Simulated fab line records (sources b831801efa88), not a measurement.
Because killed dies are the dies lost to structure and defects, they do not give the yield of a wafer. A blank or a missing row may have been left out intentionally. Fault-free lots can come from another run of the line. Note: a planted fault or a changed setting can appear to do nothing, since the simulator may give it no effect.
Which of the tools did it? || flow sfq line || at 1 step of a route of 325, 7 lots with 21 wafers sampled

## WHAT EACH GAUGE READ, for each wafer
SFQ_L0V_OVL_MEAS_903.
{"lot": "L495", "measured": "day 7 00:40", "on": "overlay-01", "L0V_OVL (nm)": "-6 2 -6"}
{"lot": "L497", "measured": "day 7 13:52", "on": "overlay-01", "L0V_OVL (nm)": "2 3 -2"}
{"lot": "L499", "measured": "day 8 03:43", "on": "overlay-01", "L0V_OVL (nm)": "-2 0 -3"}
{"lot": "L501", "measured": "day 8 16:55", "on": "overlay-01", "L0V_OVL (nm)": "5 1 -3"}
{"lot": "L508", "measured": "day 10 15:52", "on": "overlay-02", "L0V_OVL (nm)": "5 3 6"}
{"lot": "L511", "measured": "day 11 14:41", "on": "overlay-02", "L0V_OVL (nm)": "-6 -2 -1"}
{"lot": "L516", "measured": "day 13 09:30", "on": "overlay-02", "L0V_OVL (nm)": "-3 -4 -7"}

## WHICH TOOL RAN EACH LOT (tool, then ch and the chambers of the sampled wafers, then the start)
There is no process step in the record ahead of these readings.

## THE ANSWER, worked out from the rows above alone
Rule: what is usual is taken from the lots themselves. Put in order of their means at a reading, lots are off if they are a third of the lots or fewer, leave a main group of 4 or more, and stand apart from it by a gap of 3 or more times the standard deviation of the main group's means; of several such gaps the widest counts. Not used: any main group whose means are identical at the precision the tables above print for the reading. A lot without any number at a reading at which 4 lots or more have one is off too. All remaining lots with rows at the step are treated as sound.
No lot is off on any of the readings shown, so nothing can be concluded from this.

## WHAT HAD BEEN PUT IN BY THE SIMULATOR
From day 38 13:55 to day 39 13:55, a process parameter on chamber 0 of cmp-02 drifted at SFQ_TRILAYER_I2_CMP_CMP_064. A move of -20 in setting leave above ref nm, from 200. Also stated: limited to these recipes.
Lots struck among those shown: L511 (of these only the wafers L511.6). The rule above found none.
